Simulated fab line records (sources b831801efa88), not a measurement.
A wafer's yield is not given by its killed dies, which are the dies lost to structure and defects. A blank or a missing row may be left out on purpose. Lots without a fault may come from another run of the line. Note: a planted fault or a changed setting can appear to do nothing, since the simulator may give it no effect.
Which of the tools did it? | flow gf180mcu | 33 wafers from 11 lots sampled at 6 of the route's 602 steps

== WHAT THE GAUGES SHOWED, per wafer ==
GF_STI_CD_MEAS_12: the cd target is 220 nm. Usual: 220.2 nm for cd-nm, sd 1.3.
lot  | measured    | on        | cd-nm (nm)        | flag
L657 | day 2 00:56 | cd-sem-01 | 218.8 218.1 218.6 |
L658 | day 2 06:45 | cd-sem-01 | 223.1 222.3 222.3 |
L660 | day 2 17:37 | cd-sem-01 | 220.5 220.1 220.6 |
L663 | day 3 07:43 | cd-sem-01 | 222.1 221.7 222.2 |
L670 | day 4 19:35 | cd-sem-02 | 221.4 220.9 220.8 |
L674 | day 5 17:31 | cd-sem-01 | 220.9 219.8 220.3 |
L675 | day 5 22:34 | cd-sem-02 | 221.8 220.2 221.7 |
L676 | day 6 02:58 | cd-sem-02 | 221.3 220.9 220.7 |
L677 | day 6 08:31 | cd-sem-01 | 220.3 220.8 219.6 |
L678 | day 6 13:07 | cd-sem-01 | 220.4 221.4 220.3 |
L680 | day 6 23:16 | cd-sem-02 | 218.7 218.2 218.8 |

GF_MVSD_TW_MEAS_11. Usual: MVSD_TW 1595, standard deviation 9.1.
lot  | measured    | on            | MVSD_TW                       | flag
L657 | day 4 09:53 | film-metro-02 | 1586 1587 1584                |
L658 | day 4 15:42 | film-metro-01 | 1610 1598 1596                |
L660 | day 5 05:25 | film-metro-01 | 1664 1648 1657 1655 1647 1649 | OFF
L663 | day 5 23:44 | film-metro-03 | 1652 1654 1650 1645 1652 1650 | OFF
L670 | day 7 12:32 | film-metro-01 | 1592 1588 1595                |
L674 | day 8 12:38 | film-metro-01 | 1595 1606 1599                |
L675 | day 8 18:38 | film-metro-03 | 1596 1601 1592                |
L676 | day 8 23:26 | film-metro-02 | 1577 1584 1596                |
L677 | day 9 06:53 | film-metro-01 | 1603 1608 1602                |
L678 | day 9 10:44 | film-metro-02 | 1591 1588 1589                |
L680 | day 9 21:58 | film-metro-03 | 1608 1608 1607                |

GF_VT_IMPLANT_RS_MEAS_46: a four-point-probe measurement. Usual: MVSD_RS 445.0 ohm/sq, standard deviation 1.1.
lot  | measured     | on            | MVSD_RS (ohm/sq)                    | flag
L657 | day 7 10:13  | film-metro-02 | 445.2 444.8 445.6                   |
L658 | day 7 18:29  | film-metro-02 | 446.0 446.7 446.7                   |
L660 | day 8 09:19  | film-metro-01 | 392.9 393.4 393.3 393.0 394.1 393.7 | OFF
L663 | day 9 08:14  | film-metro-03 | 391.9 392.3 392.9 391.7 392.4 392.8 | OFF
L670 | day 11 03:14 | film-metro-02 | 445.6 445.1 445.0                   |
L674 | day 12 05:02 | film-metro-02 | 445.1 445.5 445.1                   |
L675 | day 12 11:36 | film-metro-03 | 446.4 445.8 446.4                   |
L676 | day 12 18:09 | film-metro-03 | 446.5 445.7 444.9                   |
L677 | day 13 00:51 | film-metro-02 | 443.4 444.9 443.6                   |
L678 | day 13 05:14 | film-metro-02 | 446.2 446.0 445.7                   |
L680 | day 13 17:39 | film-metro-02 | 443.9 445.1 443.7                   |

== TOOL THAT RAN EACH LOT (tool first, then ch and the chambers of the sampled wafers, then the start) ==
lot  | GF_DNWELL_STRIP_08                  | GF_LVPWELL_STRIP_10                 | GF_MVSD_IMPLANT_09
L657 | plasma-asher-02 ch 0,1, day 2 18:40 | plasma-asher-03 ch 0,1, day 3 19:41 | implanter-04 ch 0, day 4 09:39
L658 | plasma-asher-04 ch 0,1, day 3 00:11 | plasma-asher-01 ch 0,1, day 4 01:43 | implanter-04 ch 0, day 4 15:29
L660 | plasma-asher-04 ch 0, day 3 12:04   | plasma-asher-03 ch 0,1, day 4 15:02 | implanter-01 ch 0, day 5 04:52
L663 | plasma-asher-01 ch 0,1, day 4 04:04 | plasma-asher-03 ch 0,1, day 5 08:29 | implanter-04 ch 0, day 5 23:11
L670 | plasma-asher-04 ch 0, day 5 14:15   | plasma-asher-02 ch 0,1, day 6 20:59 | implanter-01 ch 0, day 7 12:18
L674 | plasma-asher-04 ch 0,1, day 6 12:31 | plasma-asher-01 ch 1, day 7 19:35   | implanter-04 ch 0, day 8 12:24
L675 | plasma-asher-01 ch 0,1, day 6 17:54 | plasma-asher-03 ch 0,1, day 8 01:38 | implanter-01 ch 0, day 8 18:23
L676 | plasma-asher-04 ch 0,1, day 6 22:52 | plasma-asher-03 ch 0,1, day 8 06:32 | implanter-03 ch 0, day 8 23:11
L677 | plasma-asher-01 ch 1, day 7 04:54   | plasma-asher-02 ch 0,1, day 8 13:35 | implanter-03 ch 0, day 9 06:38
L678 | plasma-asher-04 ch 0,1, day 7 08:25 | plasma-asher-02 ch 0,1, day 8 17:26 | implanter-04 ch 0, day 9 10:29
L680 | plasma-asher-01 ch 0,1, day 7 19:24 | plasma-asher-03 ch 0,1, day 9 04:17 | implanter-03 ch 0, day 9 21:43
- GF_DNWELL_STRIP_08: strips in O2/N2.
- GF_LVPWELL_STRIP_10: strips in O2/N2.
- GF_MVSD_IMPLANT_09

== WHAT THE TOOLS THEMSELVES READ (means of the sampled wafers that have a number; where no wafer has one, the mark that the record gives instead) ==
GF_DNWELL_STRIP_08. Usual: drypump-motor-current-A 5.45 A, standard deviation 0.19; heater-power-w 359 W, standard deviation 45; oes-product-au 0.722 a.u., standard deviation 0.0049; platen-temp-c 250.02 C, standard deviation 0.18; strip-time-to-endpoint-s 36.96 s, standard deviation 0.1.
lot  | tool            | drypump-motor-current-A (A) | heater-power-w (W) | oes-product-au (a.u.) | platen-temp-c (C) | strip-time-to-endpoint-s (s) | flag
L657 | plasma-asher-02 | 5.83                        | 333                | 0.720                 | 250.01            | 36.92                        |
L658 | plasma-asher-04 | 5.51                        | 415                | 0.720                 | 249.96            | 36.96                        |
L660 | plasma-asher-04 | 5.48                        | 353                | 0.722                 | 249.89            | 36.96                        |
L663 | plasma-asher-01 | 5.28                        | 339                | 0.721                 | 250.20            | 37.06                        |
L670 | plasma-asher-04 | 5.50                        | 355                | 0.722                 | 249.95            | 36.95                        |
L674 | plasma-asher-04 | 5.48                        | 391                | 0.723                 | 250.06            | 36.83                        |
L675 | plasma-asher-01 | 5.31                        | 322                | 0.724                 | 249.92            | 37.02                        |
L676 | plasma-asher-04 | 5.49                        | 412                | 0.715                 | 249.97            | 36.84                        |
L677 | plasma-asher-01 | 5.31                        | 304                | 0.723                 | 249.86            | 36.92                        |
L678 | plasma-asher-04 | 5.47                        | 383                | 0.719                 | 250.11            | 36.96                        |
L680 | plasma-asher-01 | 5.29                        | 338                | 0.720                 | 250.20            | 36.84                        |

GF_LVPWELL_STRIP_10. Usual: drypump-motor-current-A 5.57 A, standard deviation 0.25; heater-power-w 344 W, standard deviation 24; oes-product-au 0.722 a.u., standard deviation 0.0047; platen-temp-c 249.99 C, standard deviation 0.19; strip-time-to-endpoint-s 36.97 s, standard deviation 0.098.
lot  | tool            | drypump-motor-current-A (A) | heater-power-w (W) | oes-product-au (a.u.) | platen-temp-c (C) | strip-time-to-endpoint-s (s) | flag
L657 | plasma-asher-03 | 5.69                        | 371                | 0.722                 | 250.34            | 37.08                        |
L658 | plasma-asher-01 | 5.31                        | 323                | 0.720                 | 250.10            | 37.02                        |
L660 | plasma-asher-03 | 5.62                        | 370                | 0.719                 | 250.19            | 36.99                        |
L663 | plasma-asher-03 | 5.67                        | 374                | 0.724                 | 249.84            | 37.08                        |
L670 | plasma-asher-02 | 5.68                        | 337                | 0.716                 | 250.00            | 36.93                        |
L674 | plasma-asher-01 | 5.30                        | 307                | 0.721                 | 249.94            | 36.99                        |
L675 | plasma-asher-03 | 5.70                        | 367                | 0.719                 | 250.12            | 36.91                        |
L676 | plasma-asher-03 | 5.70                        | 368                | 0.720                 | 249.82            | 37.07                        |
L677 | plasma-asher-02 | 5.68                        | 332                | 0.725                 | 249.94            | 36.96                        |
L678 | plasma-asher-02 | 5.69                        | 331                | 0.723                 | 250.03            | 37.07                        |
L680 | plasma-asher-03 | 5.64                        | 372                | 0.723                 | 249.81            | 36.90                        |

GF_MVSD_IMPLANT_09. Usual: beam-energy-keV 100.01, standard deviation 0.029; faraday-current-uA 28.2, standard deviation 0.63.
lot  | tool         | beam-energy-keV | faraday-current-uA | flag
L657 | implanter-04 | 100.02          | 28.6               |
L658 | implanter-04 | 100.01          | 28.2               |
L660 | implanter-01 | 99.97           | 27.9               |
L663 | implanter-04 | 100.00          | 28.4               |
L670 | implanter-01 | 100.01          | 28.0               |
L674 | implanter-04 | 100.01          | 28.5               |
L675 | implanter-01 | 99.99           | 27.8               |
L676 | implanter-03 | 99.98           | 28.4               |
L677 | implanter-03 | 100.01          | 27.1               |
L678 | implanter-04 | 100.04          | 28.2               |
L680 | implanter-03 | 100.00          | 28.6               |

== THE ANSWER, worked out from the rows above alone ==
Rule: a lot is off if the mean of its wafers that have a number lies more than 3 standard deviations from the usual mean. A lot without any number at a reading at which 4 lots or more have one is off too. Any other lot the step has rows for is counted as sound. The gauges are gone through in route order, then the tools' own readings, and for those a lot's mean is taken as printed above. The first step at which some lot is off is used, and at that step the reading that is off furthest; a lot without a number counts as furthest.
Off: L660, L663, seen at GF_MVSD_TW_MEAS_11 (MVSD_TW).
If a tool, at a process step before that reading, ran all the lots that are off and no sound lot after the first of them, it fits. Gauges at GF_MVSD_TW_MEAS_11: tried the same way as those tools. Of those tried, none fits.

== WHAT THE SIMULATOR HAD INSERTED ==
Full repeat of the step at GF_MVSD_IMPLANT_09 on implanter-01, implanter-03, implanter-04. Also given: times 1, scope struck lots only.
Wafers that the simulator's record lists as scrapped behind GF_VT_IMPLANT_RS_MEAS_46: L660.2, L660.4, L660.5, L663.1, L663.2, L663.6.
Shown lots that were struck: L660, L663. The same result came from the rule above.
